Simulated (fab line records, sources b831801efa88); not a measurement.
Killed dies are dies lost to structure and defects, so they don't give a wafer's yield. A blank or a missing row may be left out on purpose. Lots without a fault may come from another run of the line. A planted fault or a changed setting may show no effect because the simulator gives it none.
A struck lot beside a sound one | flow sky130 | 14 steps out of a route of 708
Sound: wafers L460.1, L460.3, L460.5. Struck: wafer L468.5. (L468.2, L468.3 of the same lot were not struck and are left out.) The cause comes at the end.
At each step with rows: each side's tool, then ch and its chambers, then its first start. Under that, the readings that differ: sound wafers | struck wafers | difference of the means | sigmas: that difference in standard deviations of wafers without a fault.
alike: readings whose means differ by less than 2 such deviations, and words and numbers that are the same on both sides. not compared: withheld readings, readings that some wafer has no value for, bounds like >300 that may hide the same value, and numbers for which the record gives no deviation and whose values overlap.
The two part at a step that has a row with sigmas, a row that says differs or no value, or rows on one side only. Numbers that don't overlap but have no deviation are shown without sigmas and don't part them. A reading that every wafer of one side lacks parts them only if that side has two wafers or more.

first, 4 steps without rows for these wafers: SKY_CONTACT_STRIP_19 (strips in O2/N2); SKY_CONTACT_STRIP_20 (strips in post etch residue remover, time 1200 s); SKY_CONTACT_CLEAN_21 (cleans in IPA, time 180 s); SKY_CONTACT_CLEAN_22 (cleans in O3/DIW).
SKY_CONTACT_SPUTTER_23: material TiN, target thk 20 nm, time 80 s.
  sound on pvd_sputter-03, day 31 23:14; struck on pvd_sputter-03, day 34 06:27
  alike: cathode_dc_power_W, throttle_valve_pct
SKY_CONTACT_CVD_24: deposits W, target thk 340 nm, time 102.12 s.
  sound on cvd_w-01 ch 0,1, day 31 23:19; struck on cvd_w-02 ch 1, day 34 06:31
  alike: heater_power_w
SKY_CONTACT_RS_MEAS_25: measures by four-point-probe.
  sound on film_metro-04, day 31 23:25; struck on film_metro-04, day 34 06:38
  alike: CONTACT_W_RS
SKY_CONTACT_THK_MEAS_26: measures by xrf.
  sound on film_metro-04, day 31 23:32; struck on film_metro-04, day 34 06:45
  alike: CONTACT_W_THK
SKY_CONTACT_CMP_27: polishes, stops on SiO2, t overpolish 15 s, target thk 0 nm.
  sound on cmp-01 ch 0,2, day 31 23:39; struck on cmp-01 ch 2, day 34 06:54
  alike: motor_current_A, overpolish_run_s, time_to_endpoint_s
then, 1 step without rows for these wafers: SKY_METAL1_SPUTTER_00 (material Ti, target thk 15 nm, time 10 s).
SKY_METAL1_SPUTTER_01: material TiN, target thk 20 nm, time 16.7 s.
  sound on pvd_sputter-04, day 31 23:55; struck on pvd_sputter-04, day 34 07:07
  alike: cathode_dc_power_W, throttle_valve_pct
then, 1 step without rows for these wafers: SKY_METAL1_SPUTTER_02 (material AlCu, target thk 250 nm, time 13.3 s).
SKY_METAL1_SPUTTER_03: material Ti, target thk 5 nm, time 3.3 s.
  sound on pvd_sputter-04, day 31 23:58; struck on pvd_sputter-04, day 34 07:10
  reading                                   | sound                | struck | difference | sigmas
  cathode_dc_power_W (W)                    | 3000.2 2999.7 2999.5 | 3717.1 | +717.3     | +99 or more
  model.Ti_of_METAL1_SPUTTER_03.thk_nm (nm) | 4.971 4.989 5.097    | 6.23   | +1.21      |
  alike: throttle_valve_pct
SKY_METAL1_SPUTTER_04: material TiN, target thk 70 nm, time 58.3 s.
  sound on pvd_sputter-04, day 31 23:59; struck on pvd_sputter-04, day 34 07:11
  reading                | sound                | struck | difference | sigmas
  cathode_dc_power_W (W) | 6500.5 6501.6 6498.2 | 6497.4 | -2.7       | -2
  alike: throttle_valve_pct

WHERE THEY PART
First at SKY_METAL1_SPUTTER_03; last, within this record, at SKY_METAL1_SPUTTER_04.

WHY: what the simulator had put in
Process parameter drift: pvd_sputter-04, from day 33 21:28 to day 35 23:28, at SKY_METAL1_SPUTTER_03. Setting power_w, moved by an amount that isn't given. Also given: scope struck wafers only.
